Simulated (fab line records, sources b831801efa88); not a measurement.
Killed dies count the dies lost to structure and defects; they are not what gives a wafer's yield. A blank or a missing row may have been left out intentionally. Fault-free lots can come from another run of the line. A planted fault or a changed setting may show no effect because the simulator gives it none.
Struck lot and sound lot, side by side || flow gf180mcu || 14 out of 602 route steps
Sound: wafers L468.1, L468.5, L468.6. Wafers L470.1, L470.3, L470.5 were the ones struck. Last of all comes the cause.
For every step that has rows: the tool of each side, followed by ch and its chambers, followed by its first start. Under that, the readings that differ: sound wafers || struck wafers || difference of the means || sigmas: that difference in standard deviations of wafers without a fault.
alike: a reading whose means differ by less than 2 such deviations, as well as words and numbers matching on both sides. not compared: withheld readings; readings where some wafer has no value; bounds like >300 that might hide an equal value; numbers whose values overlap and for which the record gives no deviation.
Wherever a step has rows on one side only, a row that says differs or no value, or a row with sigmas, the two part there. Non-overlapping numbers with no deviation appear without sigmas and do not part them. Lack of a reading on every wafer of one side parts them only where that side has two or more wafers.

GF_V2_THK_MEAS_01:
  sound: film-metro-01 at day 20 07:21; struck: film-metro-02 at day 21 06:26
  alike: V2_CVD_00_THK
GF_V2_CVD_02: deposits SiO2 from TEOS, target thk 850 nm, time 94.851 s.
  sound on pecvd-01 ch 1,2, day 20 07:25; struck on pecvd-01 ch 0,1, day 21 06:30
  alike: heater-power-w
GF_V2_THK_MEAS_03:
  sound: film-metro-01 at day 20 07:28; struck: film-metro-01 at day 21 06:34
  alike: V2_CVD_02_THK
GF_V2_CMP_04: polishes SiO2.
  sound on cmp-02 ch 0,1,3, day 20 07:38; struck on cmp-02 ch 1,2, day 21 06:41
  alike: edge-zone-pressure-frac, motor-current-A, platen-rpm, time-to-endpoint-s
GF_V2_BOW_MEAS_05:
  sound: film-metro-02 at day 20 07:50; struck: film-metro-01 at day 21 06:56
  alike: V2_BOW
then, 7 steps without rows for these wafers: GF_V2_DEHYDRATE_06 (time 60 s); GF_V2_HMDS_07 (prime time 60 s); GF_V2_COAT_08; GF_V2_COAT_09 (resist thk 1000 nm); GF_V2_SOFTBAKE_10 (time 60 s); GF_V2_EXPOSE_11 (exposes mask Via2, target cd 260 nm); GF_V2_PEB_12 (peb time 90 s).
GF_V2_DEVELOP_13: develop time 60 s.
  sound on litho-track-04 ch 0, day 21 07:08; struck on litho-track-04, day 22 06:20
  no value came back on the struck wafers for chill-plate-temp-C (C), develop-time-s (s); on the sound wafers chill-plate-temp-C (C) reads 23.11 22.96 23.03
{"reading": "model.KrF_of_V2_COAT_09.thk-nm (nm)", "sound": "981.1 982.8 983.2", "struck": "999.5 997.4 996.7", "difference": "+15.5", "sigmas": ""}
GF_V2_CD_MEAS_14: target cd 260 nm.
  sound: cd-sem-02 at day 21 07:17; struck: cd-sem-02 at day 22 06:29
{"reading": "cd-nm (nm)", "sound": "262.6 262.9 262.5", "struck": "- - -", "difference": "no value on the struck wafers", "sigmas": ""}

WHERE THEY PART
At GF_V2_DEVELOP_13 first; at GF_V2_CD_MEAS_14 last (within this record only).

WHY: what had been put in by the simulator
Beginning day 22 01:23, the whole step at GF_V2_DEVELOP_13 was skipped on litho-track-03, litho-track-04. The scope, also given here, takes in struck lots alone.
